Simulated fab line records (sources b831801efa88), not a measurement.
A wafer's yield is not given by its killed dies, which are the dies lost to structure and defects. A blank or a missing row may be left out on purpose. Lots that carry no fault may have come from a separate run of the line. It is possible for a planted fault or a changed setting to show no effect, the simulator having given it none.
fab line records	flow gf180mcu
record lots=15	wafers=45	last-day=34
route steps=602 shown V1@361 M2@376 V2@395
lots that met no fault: taken from a fault-free run of the same line
start-h: the number of hours between the record's first day and the start of the first shown wafer of the lot	wait-h: hours from the lot's prior step to this one	" same as the row above	L1.1+2: a single row standing in for several wafers	- value missing, or start not given	* or withheld: withheld	< > ~ a bound
route shown NAME@n: a module of which the file shows steps, and the number in the route of the first	usual: average and standard deviation across the fault-free wafers	same: alike in all rows	chamber/n: place in a boat	sites: per-site readings	_std_site: the values' standard deviation	_edge_site: outer sites' mean less inner sites'	radius-mm: how far each site lies from the wafer's centre	mask NAME#n: copy n	behind: the tool/chamber that last shaped the wafer	hold: reason for holding the lot/hours on hold/outcome of the hold	device: whichever transistor did not switch (one of n, p or np)	end of line: the same wafers' tests at the end of the route	step lacking rows: just its recipe	killed: dies lost to structure and defects at the first sort, not the wafer's yield	map: per-die view of a wafer (x killed, . not killed, _ where there is no die)
set.NAME: the setting as run; set.NAME@STEP: as run at that earlier step	model.NAME: the simulator's own value behind a step, which no gauge read
a sample of lots followed through the steps of the route, with each step as a table and each wafer as a row
services: from which hour (start-h, from the record's first day; less than 0 if before it) a tool's chamber was out of use, for how many hours, and why
## steps
# step GF_V1_CMP_26
# recipe stop-on=SiO2	down-force-psi=3.5	platen-rpm=60	t-overpolish-s=15	target-thk-nm=0	pad-velocity-m-s=0.94248
# usual motor-current-A=10.9/1.2	overpolish-run-s=14.998/0.0083	platen-rpm=60.00/0.038	time-to-endpoint-s=85/4.3
# same t-overpolish-s=15
lot.wafer	tool	chamber	start-h	wait-h	motor-current-A	overpolish-run-s	platen-rpm	time-to-endpoint-s
L182.4	cmp-01	2	415.53	0.1	11.6	14.994	60.00	91
L182.3	"	3	"	"	9.2	14.987	60.07	83
L182.5	"	2	"	"	11.2	14.994	60.04	90
L183.1	cmp-02	3	422.79	0.1	9.9	14.990	59.99	92
L183.3	"	0	"	"	10.6	14.999	60.00	91
L183.6	"	0	"	"	11.2	15.002	59.96	96
L184.2	cmp-02	0	433.99	0.1	11.5	15.012	60.03	89
L184.3	"	1	"	"	13.3	15.011	60.00	87
L184.4	"	2	"	"	11.4	14.998	59.98	87
L187.3	cmp-01	2	466.60	0.1	11.3	15.003	60.01	92
L187.6	"	1	"	"	11.8	15.001	60.00	82
L187.5	"	2	"	"	11.0	14.985	59.93	91
L188.4	cmp-02	3	476.04	0.1	10.1	14.989	60.01	90
L188.3	"	1	"	"	12.3	14.989	59.96	90
L188.5	"	2	"	"	10.9	14.990	60.00	85
L189.3	cmp-02	2	483.36	0.1	11.0	14.992	59.97	83
L189.2	"	3	"	"	9.6	14.983	60.01	85
L189.5	"	2	"	"	11.0	14.987	60.07	83
L190.3	cmp-02	2	488.35	0.1	10.8	14.998	59.97	81
L190.2	"	3	"	"	10.2	14.989	59.97	87
L190.6	"	1	"	"	12.2	15.008	59.97	88
L191.1	cmp-01	3	499.74	0.2	9.2	15.008	60.00	83
L191.5	"	0	"	"	9.1	14.992	60.03	84
L191.6	"	1	"	"	12.0	14.989	60.03	87
L192.4	cmp-02	2	509.12	0.0	11.1	14.990	59.99	81
L192.2	"	3	"	"	10.3	15.002	59.97	84
L192.6	"	3	"	"	10.3	15.006	60.01	83
L200.3	cmp-01	0	569.38	0.0	9.1	14.985	60.05	79
L200.4	"	2	"	"	11.5	15.003	60.04	86
L200.6	"	1	"	"	12.4	15.015	60.00	78
L201.2	cmp-01	2	577.61	0.0	11.1	14.999	60.02	92
L201.4	"	0	"	"	8.9	15.000	59.97	75
L201.3	"	1	"	"	12.0	15.005	59.98	83
L202.2	cmp-02	0	583.21	0.2	11.0	15.001	60.03	86
L202.5	"	1	"	"	13.1	15.008	59.98	85
L202.6	"	2	"	"	11.2	14.996	59.97	81
L203.1	cmp-01	1	589.39	0.1	12.3	14.999	60.04	81
L203.3	"	2	"	"	11.5	15.012	60.01	92
L203.5	"	1	"	"	11.6	15.016	60.07	83
L204.1	cmp-02	0	601.49	0.1	11.0	14.985	60.04	83
L204.2	"	2	"	"	10.9	15.012	59.99	75
L204.6	"	3	"	"	10.2	14.977	60.03	80
L205.4	cmp-01	1	602.05	0.1	11.5	14.990	59.95	86
L205.3	"	2	"	"	11.7	15.002	60.00	91
L205.5	"	1	"	"	11.6	15.001	59.93	85
# step GF_M2_CD_MEAS_14
# recipe target-cd-nm=280
# usual cd-nm=279.9/1.1
lot.wafer	tool	chamber	start-h	wait-h	cd-nm
L182.3	cd-sem-01	-	439.64	0.1	280.2
L182.4	"	-	"	"	279.9
L182.5	"	-	"	"	280.3
L183.1	cd-sem-02	-	447.51	0.2	280.6
L183.3	"	-	"	"	280.0
L183.6	"	-	"	"	278.5
L184.2	cd-sem-01	-	458.99	0.1	280.8
L184.3	"	-	"	"	279.4
L184.4	"	-	"	"	280.3
L187.3	cd-sem-02	-	491.14	0.1	280.2
L187.5	"	-	"	"	278.7
L187.6	"	-	"	"	278.4
L188.3	cd-sem-01	-	499.97	0.1	280.5
L188.4	"	-	"	"	279.9
L188.5	"	-	"	"	279.4
L189.2	cd-sem-01	-	506.81	0.1	280.7
L189.3	"	-	"	"	280.6
L189.5	"	-	"	"	280.5
L190.2	cd-sem-02	-	512.84	0.1	279.6
L190.3	"	-	"	"	279.7
L190.6	"	-	"	"	279.0
L191.1	cd-sem-01	-	523.88	0.1	282.2
L191.5	"	-	"	"	281.7
L191.6	"	-	"	"	281.5
L192.2	cd-sem-01	-	532.95	0.1	279.7
L192.4	"	-	"	"	278.7
L192.6	"	-	"	"	278.5
L200.3	cd-sem-02	-	591.47	0.1	278.6
L200.4	"	-	"	"	277.8
L200.6	"	-	"	"	278.4
L201.2	cd-sem-02	-	599.36	0.1	279.3
L201.3	"	-	"	"	279.4
L201.4	"	-	"	"	278.1
L202.2	cd-sem-01	-	604.54	0.1	280.8
L202.5	"	-	"	"	282.6
L202.6	"	-	"	"	282.3
L203.1	cd-sem-01	-	610.96	0.2	280.7
L203.3	"	-	"	"	280.3
L203.5	"	-	"	"	280.9
L204.1	cd-sem-02	-	622.07	0.1	278.8
L204.2	"	-	"	"	279.2
L204.6	"	-	"	"	278.6
L205.3	cd-sem-01	-	623.25	0.2	279.1
L205.4	"	-	"	"	280.1
L205.5	"	-	"	"	278.4
# step GF_V2_DEVELOP_13
# recipe develop-time-s=60	resist=KrF	dev-temp-c=21
# usual chill-plate-temp-C=23.02/0.092	develop-time-s=60/0
lot.wafer	tool	chamber	start-h	wait-h	chill-plate-temp-C	develop-time-s
L182.3	litho-track-03	0	465.37	0.1	23.07	60
L182.4	"	0	"	"	23.14	60
L182.5	"	0	"	"	23.16	60
L183.1	litho-track-04	0	473.09	0.2	23.03	60
L183.3	"	0	"	"	22.92	60
L183.6	"	0	"	"	23.09	60
L184.2	litho-track-04	0	483.91	0.2	23.12	60
L184.3	"	0	"	"	23.04	60
L184.4	"	0	"	"	22.98	60
L187.3	litho-track-04	0	515.79	0.1	22.89	60
L187.5	"	0	"	"	22.98	60
L187.6	"	0	"	"	22.91	60
L188.3	litho-track-04	0	524.69	0.1	22.91	60
L188.4	"	0	"	"	22.97	60
L188.5	"	0	"	"	22.83	60
L189.2	litho-track-03	0	531.44	0.2	22.99	60
L189.3	"	0	"	"	23.01	60
L189.5	"	0	"	"	22.87	60
L190.2	litho-track-04	0	537.11	0.2	23.13	60
L190.3	"	0	"	"	23.13	60
L190.6	"	0	"	"	23.12	60
L191.1	litho-track-04	0	547.84	0.2	23.07	60
L191.5	"	0	"	"	23.03	60
L191.6	"	0	"	"	23.02	60
L192.2	litho-track-04	0	557.01	0.2	22.92	60
L192.4	"	0	"	"	22.95	60
L192.6	"	0	"	"	23.00	60
L200.3	litho-track-02	-	613.89	0.1	-	-
L200.4	"	-	"	"	-	-
L200.6	"	-	"	"	-	-
L201.2	litho-track-04	-	620.96	0.2	-	-
L201.3	"	-	"	"	-	-
L201.4	"	-	"	"	-	-
L202.2	litho-track-03	-	626.19	0.2	-	-
L202.5	"	-	"	"	-	-
L202.6	"	-	"	"	-	-
L203.1	litho-track-04	0	632.84	0.2	23.04	60
L203.3	"	0	"	"	22.98	60
L203.5	"	0	"	"	22.95	60
L204.1	litho-track-02	0	643.94	0.2	23.04	60
L204.2	"	0	"	"	22.92	60
L204.6	"	0	"	"	23.07	60
L205.3	litho-track-02	0	645.24	0.1	23.13	60
L205.4	"	0	"	"	23.03	60
L205.5	"	0	"	"	22.99	60
# step GF_V2_ETCH_16
# recipe chemistry=N2/H2	target-depth-a=withheld	overetch-a=withheld	time-s=withheld	target=BARC	ion-energy-ev=200	source-w=500	bias-w=100	pressure-mtorr=30	n2-flow-sccm=100	h2-flow-sccm=200
# usual drypump-motor-current-A=5.8/0.51	oes-product-au=0.854/0.0048	throttle-valve-pct=13.225/0.0092
lot.wafer	tool	chamber	start-h	wait-h	drypump-motor-current-A	oes-product-au	throttle-valve-pct
L182.3	rie-diel-02	1	465.63	0.0	6.6	0.845	13.224
L182.4	"	0	"	"	5.7	0.840	13.222
L182.5	"	2	"	"	5.5	0.858	13.227
L183.1	rie-diel-03	3	473.39	0.0	6.1	0.849	13.222
L183.3	"	0	"	"	6.6	0.858	13.228
L183.6	"	3	"	"	6.0	0.856	13.210
L184.2	rie-diel-03	0	484.19	0.0	6.6	0.857	13.227
L184.3	"	3	"	"	6.0	0.862	13.221
L184.4	"	2	"	"	5.3	0.850	13.222
L187.3	rie-diel-01	0	516.04	0.0	5.1	0.855	13.238
L187.5	"	2	"	"	5.0	0.853	13.225
L187.6	"	1	"	"	5.5	0.853	13.240
L188.3	rie-diel-03	0	524.94	0.0	6.6	0.858	13.243
L188.4	"	3	"	"	6.0	0.847	13.219
L188.5	"	0	"	"	6.6	0.852	13.246
L189.2	rie-diel-01	3	531.72	0.0	6.0	0.855	13.205
L189.3	"	0	"	"	5.1	0.866	13.233
L189.5	"	2	"	"	5.0	0.852	13.220
L190.2	rie-diel-01	2	537.39	0.0	5.0	0.854	13.225
L190.3	"	0	"	"	5.1	0.856	13.221
L190.6	"	3	"	"	6.0	0.858	13.215
L191.1	rie-diel-01	2	548.14	0.0	5.0	0.849	13.235
L191.5	"	3	"	"	6.0	0.852	13.250
L191.6	"	0	"	"	5.1	0.848	13.222
L192.2	rie-diel-03	2	557.29	0.0	5.3	0.848	13.229
L192.4	"	1	"	"	5.9	0.853	13.210
L192.6	"	3	"	"	6.0	0.855	13.219
L200.3	rie-diel-02	2	614.15	0.0	5.5	0.851	13.210
L200.4	"	3	"	"	6.4	0.862	13.240
L200.6	"	3	"	"	6.4	0.859	13.213
L201.2	rie-diel-03	2	621.24	0.0	5.3	0.854	13.212
L201.3	"	3	"	"	6.0	0.845	13.227
L201.4	"	0	"	"	6.6	0.857	13.222
L202.2	rie-diel-03	3	626.47	0.0	6.0	0.847	13.229
L202.5	"	1	"	"	5.9	0.850	13.233
L202.6	"	2	"	"	5.3	0.856	13.214
L203.1	rie-diel-02	3	633.14	0.0	6.4	0.857	13.235
L203.3	"	1	"	"	6.6	0.857	13.237
L203.5	"	0	"	"	5.6	0.859	13.228
L204.1	rie-diel-01	3	644.25	0.0	6.0	0.855	13.220
L204.2	"	2	"	"	5.0	0.860	13.250
L204.6	"	2	"	"	5.0	0.851	13.215
L205.3	rie-diel-03	0	645.50	0.0	6.6	0.846	13.218
L205.4	"	1	"	"	5.9	0.847	13.242
L205.5	"	1	"	"	5.9	0.860	13.228
## services
tool	chamber	start-h	hours	kind
rie-diel-01	2	392.15	2.7	repair
rie-diel-01	-	400.30	1.2	repair
cmp-02	-	404.00	4.0	pm
cmp-02	-	406.38	4.2	repair
rie-diel-03	3	416.75	6.0	repair
rie-diel-03	1	436.95	8.9	repair
cmp-02	-	444.00	5.2	pm
rie-diel-03	1	458.80	3.5	repair
cmp-02	-	465.89	1.4	repair
cmp-01	-	467.45	8.5	pm
rie-diel-03	2	491.00	7.2	repair
cmp-02	-	504.09	0.2	repair
rie-diel-03	3	505.41	8.2	repair
cmp-01	-	508.88	1.8	repair
cmp-02	-	521.19	1.4	repair
cmp-02	-	536.71	4.7	repair
rie-diel-01	2	557.65	9.7	repair
cmp-01	-	563.35	2.3	repair
cmp-01	-	573.11	4.0	pm
cmp-02	-	589.34	0.9	repair
rie-diel-01	2	597.54	15.3	repair
cmp-01	-	616.10	4.1	pm
rie-diel-01	2	617.91	7.4	repair
rie-diel-03	0	631.71	6.1	repair
## key
first-sign step=GF_V2_DEVELOP_13	reading=tool-record	direction=missing
effect none on later readings
met-at GF_V2_DEVELOP_13
struck-lots L200,L201,L202
later-rows-left-out L200.3,L200.4,L200.6,L201.2,L201.3,L201.4,L202.2,L202.5,L202.6
sort-left-out L200.3,L200.4,L200.6,L201.2,L201.3,L201.4,L202.2,L202.5,L202.6
not-acting-at GF_V1_CMP_26,GF_M2_CD_MEAS_14,GF_V2_ETCH_16
onset-between 557.01 613.89
fault kind=skipped-step-whole	tool=litho-track-02,litho-track-03,litho-track-04	chamber=-	onset-h=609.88	steps=GF_V2_DEVELOP_13	scope=struck-lots-only
# sort-left-out: the simulated sort isn't trusted on such a fault, so these wafers' sort isn't shown, and their yield isn't known
# later-rows-left-out: the simulator's readings of these wafers behind a module that went badly wrong aren't trusted and aren't shown, but for the sort
